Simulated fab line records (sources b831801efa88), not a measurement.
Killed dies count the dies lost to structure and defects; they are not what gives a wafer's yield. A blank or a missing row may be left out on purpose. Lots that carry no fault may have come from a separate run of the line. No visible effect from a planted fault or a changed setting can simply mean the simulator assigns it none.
fab line records :: flow sky130
record:
  lots: 7
  wafers: 21
  last_day: 49
route steps=708 shown CAPM@550 METAL3@555 PAD_OPEN@708
lots untouched by any fault: they come from a run of this same line in which no faults occurred
start_h: start of the lot's first displayed wafer, in hours after the record's first day :: wait_h: hours from the lot's prior step to this one :: " repeats the value in the row above :: L1.1+2: several wafers, shown together as one row :: - value missing, or start not given :: * or withheld: withheld :: < > ~ a bound
route shown NAME@n: a module of which the file shows steps, and the number in the route of the first :: usual: the fault-free wafers' mean and standard deviation :: same: alike in all rows :: chamber/n: place in a boat :: sites: each site's reading :: _std_site: the values' standard deviation :: _edge_site: outer sites' mean less inner sites' :: radius_mm: how far each site lies from the wafer's centre :: mask NAME#n: copy n :: behind: the tool/chamber that last shaped the wafer :: hold: cause of the lot's hold/its duration in hours/its outcome :: device: transistor that didn't switch, given as n, p or np :: end of line: the route-end tests of the same wafers :: a step with no rows: only its recipe :: killed: at the first sort, the dies lost to defects and structure; wafer yield is something else :: map: the dies of a wafer, with x for killed, . for not killed, _ for no die there
set.NAME: the run value of the setting; set.NAME@STEP: its run value at that earlier step :: model.NAME: the simulator's own value behind a step, which no gauge read
lots at selected steps of the route; one table per step, one row per wafer
services: when a tool's chamber went out of use (start_h, in hours from the record's first day, below 0 if earlier), for how many hours, and the reason
== steps ==
step: SKY_CAPM_METAL_ETCH_13
recipe:
  target_depth_nm: 220
  stop_on: SiO2
  chemistry: Cl2/BCl3
  target: TiN
  pressure_mtorr: 10
  icp_w: 900
  bias_w: 48.5
  Cl2_flow_sccm: 60
  bcl3_flow_sccm: 30
  time_s: 62.9
usual:
  drypump_motor_current_A: 5.5/0.3
  oes_product_au: 0.940/0.0064
  throttle_valve_pct: 21.903/0.01
lot.wafer: L331.2
tool: rie_metal-01
chamber: 1
start_h: 870.40
wait_h: 0.0
drypump_motor_current_A: 5.0
oes_product_au: 0.947
rf_hours_counter_h: 16
throttle_valve_pct: 21.894

lot.wafer: L331.3
tool: rie_metal-01
chamber: 1
start_h: 870.40
wait_h: 0.0
drypump_motor_current_A: 5.0
oes_product_au: 0.935
rf_hours_counter_h: -
throttle_valve_pct: 21.903

lot.wafer: L331.4
tool: rie_metal-01
chamber: 0
start_h: 870.40
wait_h: 0.0
drypump_motor_current_A: 5.6
oes_product_au: 0.935
rf_hours_counter_h: -
throttle_valve_pct: 21.895

lot.wafer: L334.2
tool: rie_metal-02
chamber: 1
start_h: 897.05
wait_h: 0.0
drypump_motor_current_A: 5.9
oes_product_au: 0.933
rf_hours_counter_h: -
throttle_valve_pct: 21.902

lot.wafer: L334.3
tool: rie_metal-02
chamber: 1
start_h: 897.05
wait_h: 0.0
drypump_motor_current_A: 5.9
oes_product_au: 0.929
rf_hours_counter_h: -
throttle_valve_pct: 21.913

lot.wafer: L334.5
tool: rie_metal-02
chamber: 1
start_h: 897.05
wait_h: 0.0
drypump_motor_current_A: 5.9
oes_product_au: 0.931
rf_hours_counter_h: -
throttle_valve_pct: 21.907

lot.wafer: L343.1
tool: rie_metal-03
chamber: 0
start_h: 956.74
wait_h: 0.0
drypump_motor_current_A: 5.6
oes_product_au: 0.931
rf_hours_counter_h: 1
throttle_valve_pct: 21.903

lot.wafer: L343.4
tool: rie_metal-03
chamber: 1
start_h: 956.74
wait_h: 0.0
drypump_motor_current_A: 5.2
oes_product_au: 0.939
rf_hours_counter_h: -
throttle_valve_pct: 21.894

lot.wafer: L343.6
tool: rie_metal-03
chamber: 1
start_h: 956.74
wait_h: 0.0
drypump_motor_current_A: 5.2
oes_product_au: 0.931
rf_hours_counter_h: -
throttle_valve_pct: 21.911

lot.wafer: L344.2
tool: rie_metal-03
chamber: 0
start_h: 967.70
wait_h: 0.0
drypump_motor_current_A: 5.6
oes_product_au: 0.944
rf_hours_counter_h: 1
throttle_valve_pct: 21.903

lot.wafer: L344.3
tool: rie_metal-03
chamber: 1
start_h: 967.70
wait_h: 0.0
drypump_motor_current_A: 5.2
oes_product_au: 0.938
rf_hours_counter_h: -
throttle_valve_pct: 21.900

lot.wafer: L344.6
tool: rie_metal-03
chamber: 0
start_h: 967.70
wait_h: 0.0
drypump_motor_current_A: 5.6
oes_product_au: 0.939
rf_hours_counter_h: -
throttle_valve_pct: 21.905

lot.wafer: L345.1
tool: rie_metal-03
chamber: 1
start_h: 977.54
wait_h: 0.0
drypump_motor_current_A: 5.2
oes_product_au: 0.950
rf_hours_counter_h: 15
throttle_valve_pct: 21.897

lot.wafer: L345.3
tool: rie_metal-03
chamber: 1
start_h: 977.54
wait_h: 0.0
drypump_motor_current_A: 5.2
oes_product_au: 0.948
rf_hours_counter_h: -
throttle_valve_pct: 21.868

lot.wafer: L345.6
tool: rie_metal-03
chamber: 0
start_h: 977.54
wait_h: 0.0
drypump_motor_current_A: 5.6
oes_product_au: 0.949
rf_hours_counter_h: -
throttle_valve_pct: 21.906

lot.wafer: L347.1
tool: rie_metal-02
chamber: 1
start_h: 988.93
wait_h: 0.0
drypump_motor_current_A: 5.9
oes_product_au: 0.937
rf_hours_counter_h: 13
throttle_valve_pct: 21.912

lot.wafer: L347.2
tool: rie_metal-02
chamber: 0
start_h: 988.93
wait_h: 0.0
drypump_motor_current_A: 5.7
oes_product_au: 0.944
rf_hours_counter_h: 4
throttle_valve_pct: 21.910

lot.wafer: L347.4
tool: rie_metal-02
chamber: 0
start_h: 988.93
wait_h: 0.0
drypump_motor_current_A: 5.7
oes_product_au: 0.948
rf_hours_counter_h: -
throttle_valve_pct: 21.899

lot.wafer: L352.1
tool: rie_metal-01
chamber: 1
start_h: 1020.79
wait_h: 0.0
drypump_motor_current_A: 5.0
oes_product_au: 0.936
rf_hours_counter_h: 5
throttle_valve_pct: 21.906

lot.wafer: L352.2
tool: rie_metal-01
chamber: 0
start_h: 1020.79
wait_h: 0.0
drypump_motor_current_A: 5.6
oes_product_au: 0.944
rf_hours_counter_h: 20
throttle_valve_pct: 21.902

lot.wafer: L352.4
tool: rie_metal-01
chamber: 0
start_h: 1020.79
wait_h: 0.0
drypump_motor_current_A: 5.6
oes_product_au: 0.940
rf_hours_counter_h: -
throttle_valve_pct: 21.896
step: SKY_CAPM_STRIP_14
recipe:
  chemistry: O2/N2
  power_w: 1400
  pressure_mtorr: 1500
  platen_temp_c: withheld
  o2_flow_sccm: 3000
  n2_flow_sccm: 300
  overash_fraction: 0.5
usual:
  drypump_motor_current_A: 5.6/0.66
  oes_product_au: 0.711/0.0047
  strip_time_to_endpoint_s: 12.62/0.041
lot.wafer: L331.2
tool: plasma_asher-03
chamber: 0
start_h: 870.48
wait_h: 0.1
drypump_motor_current_A: 6.2
oes_product_au: 0.708
rf_hours_counter_h: 43
strip_time_to_endpoint_s: 12.67

lot.wafer: L331.3
tool: plasma_asher-03
chamber: 1
start_h: 870.48
wait_h: 0.1
drypump_motor_current_A: 4.9
oes_product_au: 0.709
rf_hours_counter_h: -
strip_time_to_endpoint_s: 12.66

lot.wafer: L331.4
tool: plasma_asher-03
chamber: 0
start_h: 870.48
wait_h: 0.1
drypump_motor_current_A: 6.2
oes_product_au: 0.712
rf_hours_counter_h: -
strip_time_to_endpoint_s: 12.58

lot.wafer: L334.2
tool: plasma_asher-01
chamber: 0
start_h: 897.18
wait_h: 0.1
drypump_motor_current_A: 5.2
oes_product_au: 0.696
rf_hours_counter_h: 105
strip_time_to_endpoint_s: 12.64

lot.wafer: L334.3
tool: plasma_asher-01
chamber: 1
start_h: 897.18
wait_h: 0.1
drypump_motor_current_A: 5.8
oes_product_au: 0.712
rf_hours_counter_h: -
strip_time_to_endpoint_s: 12.68

lot.wafer: L334.5
tool: plasma_asher-01
chamber: 1
start_h: 897.18
wait_h: 0.1
drypump_motor_current_A: 5.8
oes_product_au: 0.717
rf_hours_counter_h: -
strip_time_to_endpoint_s: 12.63

lot.wafer: L343.1
tool: plasma_asher-02
chamber: 1
start_h: 956.82
wait_h: 0.1
drypump_motor_current_A: 4.9
oes_product_au: 0.715
rf_hours_counter_h: 22
strip_time_to_endpoint_s: 12.58

lot.wafer: L343.4
tool: plasma_asher-02
chamber: 1
start_h: 956.82
wait_h: 0.1
drypump_motor_current_A: 4.8
oes_product_au: 0.701
rf_hours_counter_h: -
strip_time_to_endpoint_s: 12.57

lot.wafer: L343.6
tool: plasma_asher-02
chamber: 1
start_h: 956.82
wait_h: 0.1
drypump_motor_current_A: 4.9
oes_product_au: 0.709
rf_hours_counter_h: -
strip_time_to_endpoint_s: 12.58

lot.wafer: L344.2
tool: plasma_asher-02
chamber: 0
start_h: 967.78
wait_h: 0.1
drypump_motor_current_A: 6.4
oes_product_au: 0.709
rf_hours_counter_h: 23
strip_time_to_endpoint_s: 12.58

lot.wafer: L344.3
tool: plasma_asher-02
chamber: 0
start_h: 967.78
wait_h: 0.1
drypump_motor_current_A: 6.4
oes_product_au: 0.709
rf_hours_counter_h: -
strip_time_to_endpoint_s: 12.62

lot.wafer: L344.6
tool: plasma_asher-02
chamber: 0
start_h: 967.78
wait_h: 0.1
drypump_motor_current_A: 6.3
oes_product_au: 0.709
rf_hours_counter_h: -
strip_time_to_endpoint_s: 12.54

lot.wafer: L345.1
tool: plasma_asher-03
chamber: 1
start_h: 977.62
wait_h: 0.1
drypump_motor_current_A: 4.9
oes_product_au: 0.707
rf_hours_counter_h: 54
strip_time_to_endpoint_s: 12.56

lot.wafer: L345.3
tool: plasma_asher-03
chamber: 1
start_h: 977.62
wait_h: 0.1
drypump_motor_current_A: 4.9
oes_product_au: 0.705
rf_hours_counter_h: -
strip_time_to_endpoint_s: 12.60

lot.wafer: L345.6
tool: plasma_asher-03
chamber: 0
start_h: 977.62
wait_h: 0.1
drypump_motor_current_A: 6.3
oes_product_au: 0.708
rf_hours_counter_h: -
strip_time_to_endpoint_s: 12.56

lot.wafer: L347.1
tool: plasma_asher-01
chamber: 1
start_h: 989.00
wait_h: 0.1
drypump_motor_current_A: 5.8
oes_product_au: 0.707
rf_hours_counter_h: 114
strip_time_to_endpoint_s: 12.58

lot.wafer: L347.2
tool: plasma_asher-01
chamber: 0
start_h: 989.00
wait_h: 0.1
drypump_motor_current_A: 5.2
oes_product_au: 0.708
rf_hours_counter_h: 114
strip_time_to_endpoint_s: 12.54

lot.wafer: L347.4
tool: plasma_asher-01
chamber: 1
start_h: 989.00
wait_h: 0.1
drypump_motor_current_A: 5.8
oes_product_au: 0.706
rf_hours_counter_h: -
strip_time_to_endpoint_s: 12.57

lot.wafer: L352.1
tool: plasma_asher-02
chamber: 0
start_h: 1020.87
wait_h: 0.1
drypump_motor_current_A: 6.4
oes_product_au: 0.704
rf_hours_counter_h: 28
strip_time_to_endpoint_s: 12.65

lot.wafer: L352.2
tool: plasma_asher-02
chamber: 1
start_h: 1020.87
wait_h: 0.1
drypump_motor_current_A: 4.9
oes_product_au: 0.709
rf_hours_counter_h: 28
strip_time_to_endpoint_s: 12.64

lot.wafer: L352.4
tool: plasma_asher-02
chamber: 1
start_h: 1020.87
wait_h: 0.1
drypump_motor_current_A: 4.9
oes_product_au: 0.710
rf_hours_counter_h: -
strip_time_to_endpoint_s: 12.67
step: SKY_CAPM_STRIP_15
recipe:
  chemistry: post_etch_residue_remover
  time_s: 1200
  temp_c: 72.5
step: SKY_CAPM_CLEAN_16
recipe:
  chemistry: IPA
  time_s: 180
  temp_c: 25
step: SKY_CAPM_CLEAN_17
recipe:
  chemistry: O3/DIW
  dry: n2_spin
step: SKY_METAL3_DEHYDRATE_05
recipe:
  temp_c: 200
  time_s: 60
step: SKY_METAL3_HMDS_06
recipe:
  prime_time_s: 60
  prime_temp_c: 120
step: SKY_METAL3_COAT_07
recipe:
  resist: BARC
  temp_c: withheld
  time_s: withheld
  spin_rpm: 3000
  resist_thk_nm: 60
step: SKY_METAL3_COAT_08
recipe:
  resist: KrF-thick
  spin_rpm: 3000
  resist_thk_nm: 1140
step: SKY_METAL3_SOFTBAKE_09
recipe:
  temp_c: 100
  time_s: 90
  resist: KrF-thick
step: SKY_METAL3_EXPOSE_10
recipe:
  mask_id: MM3
  na: 0.68
  source_shape: annular
  sigma_inner: 0.4
  sigma_outer: 0.8
  target_cd_nm: 300
  dose_mj: 28
step: SKY_METAL3_PEB_11
recipe:
  peb_temp_c: withheld
  peb_time_s: withheld
  resist: KrF-thick
step: SKY_METAL3_DEVELOP_12
recipe:
  develop_time_s: 60
  resist: KrF-thick
  dev_temp_c: 21
usual:
  developer_temp_C: 21.00/0.1
lot.wafer: L331.2
tool: litho_track-01
chamber: 0
start_h: 896
wait_h: -
developer_temp_C: 21.05

lot.wafer: L331.3
tool: litho_track-01
chamber: 0
start_h: 896
wait_h: -
developer_temp_C: 21.03

lot.wafer: L331.4
tool: litho_track-01
chamber: 0
start_h: 896
wait_h: -
developer_temp_C: 20.98

lot.wafer: L334.2
tool: litho_track-03
chamber: 0
start_h: 922
wait_h: -
developer_temp_C: 21.11

lot.wafer: L334.3
tool: litho_track-03
chamber: 0
start_h: 922
wait_h: -
developer_temp_C: 21.15

lot.wafer: L334.5
tool: litho_track-03
chamber: 0
start_h: 922
wait_h: -
developer_temp_C: 21.05

lot.wafer: L343.1
tool: litho_track-01
chamber: 0
start_h: 980
wait_h: -
developer_temp_C: 21.07

lot.wafer: L343.4
tool: litho_track-01
chamber: 0
start_h: 980
wait_h: -
developer_temp_C: 21.26

lot.wafer: L343.6
tool: litho_track-01
chamber: 0
start_h: 980
wait_h: -
developer_temp_C: 21.19

lot.wafer: L344.2
tool: litho_track-03
chamber: 0
start_h: 991
wait_h: -
developer_temp_C: 21.64

lot.wafer: L344.3
tool: litho_track-03
chamber: 0
start_h: 991
wait_h: -
developer_temp_C: 21.64

lot.wafer: L344.6
tool: litho_track-03
chamber: 0
start_h: 991
wait_h: -
developer_temp_C: 21.48

lot.wafer: L345.1
tool: litho_track-03
chamber: 0
start_h: 1001
wait_h: -
developer_temp_C: 21.66

lot.wafer: L345.3
tool: litho_track-03
chamber: 0
start_h: 1001
wait_h: -
developer_temp_C: 21.72

lot.wafer: L345.6
tool: litho_track-03
chamber: 0
start_h: 1001
wait_h: -
developer_temp_C: 21.69

lot.wafer: L347.1
tool: litho_track-03
chamber: 0
start_h: 1011
wait_h: -
developer_temp_C: 21.67

lot.wafer: L347.2
tool: litho_track-03
chamber: 0
start_h: 1011
wait_h: -
developer_temp_C: 21.56

lot.wafer: L347.4
tool: litho_track-03
chamber: 0
start_h: 1011
wait_h: -
developer_temp_C: 21.54

lot.wafer: L352.1
tool: litho_track-01
chamber: 0
start_h: 1042
wait_h: -
developer_temp_C: 21.00

lot.wafer: L352.2
tool: litho_track-01
chamber: 0
start_h: 1042
wait_h: -
developer_temp_C: 21.00

lot.wafer: L352.4
tool: litho_track-01
chamber: 0
start_h: 1042
wait_h: -
developer_temp_C: 21.04
step: SKY_METAL3_CD_MEAS_13
recipe:
  target_cd_nm: 300
usual:
  cd_nm: 300.0/1.4
lot.wafer: L331.2
tool: cd_sem-01
chamber: -
start_h: 896.35
wait_h: -
cd_nm: 302.0

lot.wafer: L331.3
tool: cd_sem-01
chamber: -
start_h: 896.35
wait_h: -
cd_nm: 301.4

lot.wafer: L331.4
tool: cd_sem-01
chamber: -
start_h: 896.35
wait_h: -
cd_nm: 302.3

lot.wafer: L334.2
tool: cd_sem-01
chamber: -
start_h: 922.47
wait_h: -
cd_nm: 299.5

lot.wafer: L334.3
tool: cd_sem-01
chamber: -
start_h: 922.47
wait_h: -
cd_nm: 300.0

lot.wafer: L334.5
tool: cd_sem-01
chamber: -
start_h: 922.47
wait_h: -
cd_nm: 297.8

lot.wafer: L343.1
tool: cd_sem-02
chamber: -
start_h: 980.78
wait_h: -
cd_nm: 300.9

lot.wafer: L343.4
tool: cd_sem-02
chamber: -
start_h: 980.78
wait_h: -
cd_nm: 299.9

lot.wafer: L343.6
tool: cd_sem-02
chamber: -
start_h: 980.78
wait_h: -
cd_nm: 300.3

lot.wafer: L344.2
tool: cd_sem-02
chamber: -
start_h: 991.72
wait_h: -
cd_nm: 301.8

lot.wafer: L344.3
tool: cd_sem-02
chamber: -
start_h: 991.72
wait_h: -
cd_nm: 300.5

lot.wafer: L344.6
tool: cd_sem-02
chamber: -
start_h: 991.72
wait_h: -
cd_nm: 301.0

lot.wafer: L345.1
tool: cd_sem-02
chamber: -
start_h: 1001.15
wait_h: -
cd_nm: 300.3

lot.wafer: L345.3
tool: cd_sem-02
chamber: -
start_h: 1001.15
wait_h: -
cd_nm: 300.5

lot.wafer: L345.6
tool: cd_sem-02
chamber: -
start_h: 1001.15
wait_h: -
cd_nm: 300.3

lot.wafer: L347.1
tool: cd_sem-01
chamber: -
start_h: 1011.90
wait_h: -
cd_nm: 297.3

lot.wafer: L347.2
tool: cd_sem-01
chamber: -
start_h: 1011.90
wait_h: -
cd_nm: 297.7

lot.wafer: L347.4
tool: cd_sem-01
chamber: -
start_h: 1011.90
wait_h: -
cd_nm: 299.8

lot.wafer: L352.1
tool: cd_sem-01
chamber: -
start_h: 1042.63
wait_h: -
cd_nm: 300.5

lot.wafer: L352.2
tool: cd_sem-01
chamber: -
start_h: 1042.63
wait_h: -
cd_nm: 300.3

lot.wafer: L352.4
tool: cd_sem-01
chamber: -
start_h: 1042.63
wait_h: -
cd_nm: 300.2
step: SKY_PAD_OPEN_PROBE_99
usual:
  defect_limited_yield: 82.7/1.8
  killed_at_M0_to_M3: 43/6.8
  killed_at_M4_up: 3.2/1.8
  killed_at_contacts: 24/5.2
  killed_at_front_end: 15/4.2
  killed_at_other: 0.4/0.62
  killed_dies: 85/8.7
  killed_open: 46/6.7
  killed_short: 39/5.9
  sort_bin_3_pad_short: 0.9/0.41
  sort_bin_5_function: 10.2/1.5
  sort_bin_6_memory: 6.3/1.1
  sort_n_pass: 407/8.7
  sort_yield_pct: 82.7/1.8
same:
  gross_dies: 492
  killed_at_back_side: 0
  sort_bin_4_leakage[%]: 0
  sort_bin_8_speed[%]: 0
lot.wafer: L331.2
tool: prober-01
chamber: -
start_h: 1069.87
wait_h: 0.1
defect_limited_yield[%]: 80.3
killed_at_M0_to_M3: 54
killed_at_M4_up: 2
killed_at_contacts: 26
killed_at_front_end: 15
killed_at_other: 0
killed_dies: 97
killed_open: 51
killed_short: 46
sort_bin_3_pad_short[%]: 1.2
sort_bin_5_function[%]: 11.2
sort_bin_6_memory[%]: 7.3
sort_n_pass: 395
sort_yield_pct[%]: 80.3

lot.wafer: L331.3
tool: prober-01
chamber: -
start_h: 1069.92
wait_h: 0.2
defect_limited_yield[%]: 81.7
killed_at_M0_to_M3: 33
killed_at_M4_up: 2
killed_at_contacts: 45
killed_at_front_end: 10
killed_at_other: 0
killed_dies: 90
killed_open: 43
killed_short: 47
sort_bin_3_pad_short[%]: 1.0
sort_bin_5_function[%]: 10.8
sort_bin_6_memory[%]: 6.5
sort_n_pass: 402
sort_yield_pct[%]: 81.7

lot.wafer: L331.4
tool: prober-01
chamber: -
start_h: 1069.97
wait_h: 0.2
defect_limited_yield[%]: 82.7
killed_at_M0_to_M3: 46
killed_at_M4_up: 1
killed_at_contacts: 28
killed_at_front_end: 10
killed_at_other: 0
killed_dies: 85
killed_open: 51
killed_short: 33
sort_bin_3_pad_short[%]: 1.0
sort_bin_5_function[%]: 11.4
sort_bin_6_memory[%]: 4.9
sort_n_pass: 407
sort_yield_pct[%]: 82.7

lot.wafer: L334.2
tool: prober-01
chamber: -
start_h: 1093.04
wait_h: 0.1
defect_limited_yield[%]: 85.4
killed_at_M0_to_M3: 39
killed_at_M4_up: 2
killed_at_contacts: 20
killed_at_front_end: 11
killed_at_other: 0
killed_dies: 72
killed_open: 41
killed_short: 31
sort_bin_3_pad_short[%]: 0.4
sort_bin_5_function[%]: 7.9
sort_bin_6_memory[%]: 6.3
sort_n_pass: 420
sort_yield_pct[%]: 85.4

lot.wafer: L334.3
tool: prober-01
chamber: -
start_h: 1093.09
wait_h: 0.2
defect_limited_yield[%]: 81.5
killed_at_M0_to_M3: 44
killed_at_M4_up: 4
killed_at_contacts: 23
killed_at_front_end: 20
killed_at_other: 0
killed_dies: 91
killed_open: 49
killed_short: 42
sort_bin_3_pad_short[%]: 1.2
sort_bin_5_function[%]: 10.0
sort_bin_6_memory[%]: 7.3
sort_n_pass: 401
sort_yield_pct[%]: 81.5

lot.wafer: L334.5
tool: prober-01
chamber: -
start_h: 1093.19
wait_h: 0.2
defect_limited_yield[%]: 80.3
killed_at_M0_to_M3: 46
killed_at_M4_up: 3
killed_at_contacts: 28
killed_at_front_end: 20
killed_at_other: 0
killed_dies: 97
killed_open: 48
killed_short: 49
sort_bin_3_pad_short[%]: 1.4
sort_bin_5_function[%]: 10.8
sort_bin_6_memory[%]: 7.5
sort_n_pass: 395
sort_yield_pct[%]: 80.3

lot.wafer: L343.1
tool: prober-01
chamber: -
start_h: 1139.70
wait_h: 0.1
defect_limited_yield[%]: 80.1
killed_at_M0_to_M3: 49
killed_at_M4_up: 2
killed_at_contacts: 27
killed_at_front_end: 18
killed_at_other: 2
killed_dies: 98
killed_open: 60
killed_short: 37
sort_bin_3_pad_short[%]: 0.8
sort_bin_5_function[%]: 12.0
sort_bin_6_memory[%]: 7.1
sort_n_pass: 394
sort_yield_pct[%]: 80.1

lot.wafer: L343.4
tool: prober-01
chamber: -
start_h: 1139.85
wait_h: 0.2
defect_limited_yield[%]: 79.7
killed_at_M0_to_M3: 49
killed_at_M4_up: 5
killed_at_contacts: 26
killed_at_front_end: 20
killed_at_other: 0
killed_dies: 100
killed_open: 57
killed_short: 43
sort_bin_3_pad_short[%]: 0.8
sort_bin_5_function[%]: 13.0
sort_bin_6_memory[%]: 6.5
sort_n_pass: 392
sort_yield_pct[%]: 79.7

lot.wafer: L343.6
tool: prober-01
chamber: -
start_h: 1139.95
wait_h: 0.2
defect_limited_yield[%]: 83.3
killed_at_M0_to_M3: 38
killed_at_M4_up: 4
killed_at_contacts: 20
killed_at_front_end: 20
killed_at_other: 0
killed_dies: 82
killed_open: 44
killed_short: 38
sort_bin_3_pad_short[%]: 0.8
sort_bin_5_function[%]: 10.2
sort_bin_6_memory[%]: 5.7
sort_n_pass: 410
sort_yield_pct[%]: 83.3

lot.wafer: L347.1
tool: prober-02
chamber: -
start_h: 1163.92
wait_h: 0.1
defect_limited_yield[%]: 82.7
killed_at_M0_to_M3: 42
killed_at_M4_up: 1
killed_at_contacts: 20
killed_at_front_end: 22
killed_at_other: 0
killed_dies: 85
killed_open: 46
killed_short: 39
sort_bin_3_pad_short[%]: 1.2
sort_bin_5_function[%]: 8.9
sort_bin_6_memory[%]: 7.1
sort_n_pass: 407
sort_yield_pct[%]: 82.7

lot.wafer: L347.2
tool: prober-02
chamber: -
start_h: 1163.97
wait_h: 0.1
defect_limited_yield[%]: 80.7
killed_at_M0_to_M3: 46
killed_at_M4_up: 4
killed_at_contacts: 23
killed_at_front_end: 22
killed_at_other: 0
killed_dies: 95
killed_open: 56
killed_short: 39
sort_bin_3_pad_short[%]: 1.0
sort_bin_5_function[%]: 11.4
sort_bin_6_memory[%]: 6.9
sort_n_pass: 397
sort_yield_pct[%]: 80.7

lot.wafer: L347.4
tool: prober-02
chamber: -
start_h: 1164.07
wait_h: 0.2
defect_limited_yield[%]: 80.9
killed_at_M0_to_M3: 45
killed_at_M4_up: 3
killed_at_contacts: 26
killed_at_front_end: 20
killed_at_other: 0
killed_dies: 94
killed_open: 47
killed_short: 47
sort_bin_3_pad_short[%]: 0.8
sort_bin_5_function[%]: 12.4
sort_bin_6_memory[%]: 5.9
sort_n_pass: 398
sort_yield_pct[%]: 80.9
killed by level:class
L331.2 VIA1:geometric_particle:open=15 CONTACT:geometric_particle:open=10 METAL1:geometric_particle:short=7 VIA1:geometric_particle:short=7 LOCAL_INTERCONNECT:geometric_particle:short=6 VIA2:geometric_particle:open=5 METAL2:geometric_particle:short=5 VIA3:geometric_particle:open=4
L331.3 CONTACT:geometric_particle:open=14 LI_CONTACT:geometric_particle:open=12 CONTACT:geometric_particle:short=8 VIA3:geometric_particle:short=7 LI_CONTACT:geometric_particle:short=5 LOCAL_INTERCONNECT:geometric_particle:short=5 METAL1:geometric_particle:short=5 VIA1:geometric_particle:short=5
L331.4 VIA1:geometric_particle:open=14 CONTACT:geometric_particle:open=8 LI_CONTACT:geometric_particle:open=7 CONTACT:geometric_particle:short=5 VIA3:geometric_particle:open=5 LI_CONTACT:geometric_particle:short=4 METAL2:geometric_particle:open=4 VIA3:geometric_particle:short=4
L334.2 VIA2:geometric_particle:open=9 VIA1:geometric_particle:open=8 LOCAL_INTERCONNECT:geometric_particle:short=6 CONTACT:geometric_particle:open=6 METAL2:geometric_particle:short=6 FIELD_ISO:geometric_particle:open=5 VIA3:geometric_particle:open=5 LI_CONTACT:geometric_particle:open=4
L334.3 CONTACT:geometric_particle:open=15 VIA1:geometric_particle:open=9 POLY_GATE:geometric_particle:short=8 VIA3:geometric_particle:open=7 FIELD_ISO:geometric_particle:short=6 METAL2:geometric_particle:short=6 VIA2:geometric_particle:open=5 METAL3:geometric_particle:short=4
L334.5 VIA1:geometric_particle:open=14 POLY_GATE:geometric_particle:open=8 LOCAL_INTERCONNECT:geometric_particle:short=6 CONTACT:geometric_particle:open=6 VIA2:geometric_particle:open=6 VIA3:geometric_particle:short=6 LI_CONTACT:geometric_particle:open=5 CONTACT:geometric_particle:short=5
L343.1 CONTACT:geometric_particle:open=12 LI_CONTACT:geometric_particle:open=10 VIA1:geometric_particle:open=9 VIA3:geometric_particle:open=9 METAL2:geometric_particle:short=6 METAL1:geometric_particle:short=5 VIA2:geometric_particle:open=5 FIELD_ISO:geometric_particle:open=4
L343.4 VIA1:geometric_particle:open=15 CONTACT:geometric_particle:open=10 LI_CONTACT:geometric_particle:open=9 FIELD_ISO:geometric_particle:open=8 METAL2:geometric_particle:short=6 FIELD_ISO:geometric_particle:short=5 VIA1:geometric_particle:short=5 VIA2:geometric_particle:short=5
L343.6 VIA3:geometric_particle:open=9 POLY_GATE:geometric_particle:open=7 CONTACT:geometric_particle:open=7 FIELD_ISO:geometric_particle:short=6 CONTACT:geometric_particle:short=6 LI_CONTACT:geometric_particle:open=5 VIA1:geometric_particle:short=5 VIA1:geometric_particle:open=5
L347.1 VIA1:geometric_particle:open=12 CONTACT:geometric_particle:open=11 METAL2:geometric_particle:short=9 FIELD_ISO:geometric_particle:open=7 POLY_GATE:geometric_particle:short=6 FIELD_ISO:geometric_particle:short=5 CONTACT:geometric_particle:short=4 METAL1:geometric_particle:open=4
L347.2 VIA2:geometric_particle:open=10 VIA3:geometric_particle:open=10 VIA1:geometric_particle:open=10 CONTACT:geometric_particle:open=9 FIELD_ISO:geometric_particle:short=7 LI_CONTACT:geometric_particle:open=5 POLY_GATE:geometric_particle:short=5 FIELD_ISO:geometric_particle:open=4
L347.4 CONTACT:geometric_particle:open=9 LOCAL_INTERCONNECT:geometric_particle:short=8 VIA2:geometric_particle:open=8 FIELD_ISO:geometric_particle:short=7 METAL1:geometric_particle:short=7 VIA1:geometric_particle:open=7 FIELD_ISO:geometric_particle:open=5 METAL2:geometric_particle:open=5
== services ==
tool: rie_metal-03
chamber: -
start_h: 847.04
hours: 1.2
kind: repair

tool: rie_metal-02
chamber: 0
start_h: 879.54
hours: -
kind: clean

tool: rie_metal-02
chamber: 0
start_h: 879.54
hours: 18.7
kind: scheduled_down

tool: rie_metal-02
chamber: 0
start_h: 879.54
hours: 18.7
kind: vent_cycle

tool: rie_metal-01
chamber: 1
start_h: 895.65
hours: -
kind: clean

tool: rie_metal-01
chamber: 1
start_h: 895.65
hours: 17.2
kind: scheduled_down

tool: rie_metal-01
chamber: 1
start_h: 895.65
hours: 17.2
kind: vent_cycle

tool: plasma_asher-01
chamber: -
start_h: 913.59
hours: 1.3
kind: repair

tool: rie_metal-02
chamber: -
start_h: 921.31
hours: 1.2
kind: repair

tool: rie_metal-03
chamber: 0
start_h: 929.71
hours: -
kind: clean

tool: rie_metal-03
chamber: 0
start_h: 929.71
hours: 13.7
kind: scheduled_down

tool: rie_metal-03
chamber: 0
start_h: 929.71
hours: 13.7
kind: vent_cycle

tool: rie_metal-01
chamber: -
start_h: 955.08
hours: 14.6
kind: pm

tool: plasma_asher-03
chamber: -
start_h: 967.94
hours: 1.1
kind: repair

tool: rie_metal-01
chamber: -
start_h: 986.78
hours: 1.4
kind: pm

tool: plasma_asher-01
chamber: -
start_h: 993.20
hours: 0.3
kind: repair

tool: plasma_asher-02
chamber: -
start_h: 994.14
hours: 4.0
kind: repair

tool: rie_metal-03
chamber: 0
start_h: 1000.94
hours: 7.6
kind: repair

tool: plasma_asher-01
chamber: -
start_h: 1017.04
hours: 1.1
kind: repair

tool: rie_metal-01
chamber: 0
start_h: 1024.11
hours: 7.4
kind: repair

tool: rie_metal-01
chamber: 0
start_h: 1036.26
hours: -
kind: clean

tool: rie_metal-01
chamber: 0
start_h: 1036.26
hours: 24.2
kind: scheduled_down

tool: rie_metal-01
chamber: 0
start_h: 1036.26
hours: 24.2
kind: vent_cycle

tool: plasma_asher-03
chamber: -
start_h: 1041.38
hours: 2.8
kind: pm
== key ==
first_sign:
  step: SKY_METAL3_DEVELOP_12
  reading: developer_temp_C
  direction: up
  sigmas: 5.9
  usual: *
  struck: *
effect none on later readings
met_at SKY_METAL3_DEVELOP_12
struck_wafers L344.2,L344.3,L344.6,L345.1,L345.3,L345.6,L347.1,L347.2,L347.4
loop_trim:
  step: SKY_METAL3_EXPOSE_10
  setting: dose
  lots: L347
onset_between 922 991
fault:
  kind: process_parameter_drift
  tool: litho_track-03
  chamber: -
  onset_h: 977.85
  steps: SKY_METAL3_DEVELOP_12
  channel: dev_temp_c
  offset: *
  shape: step
  end_h: 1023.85
  acts_in: *
  stated: *
loop_trim: a control loop set the setting to another value than it would have without faults
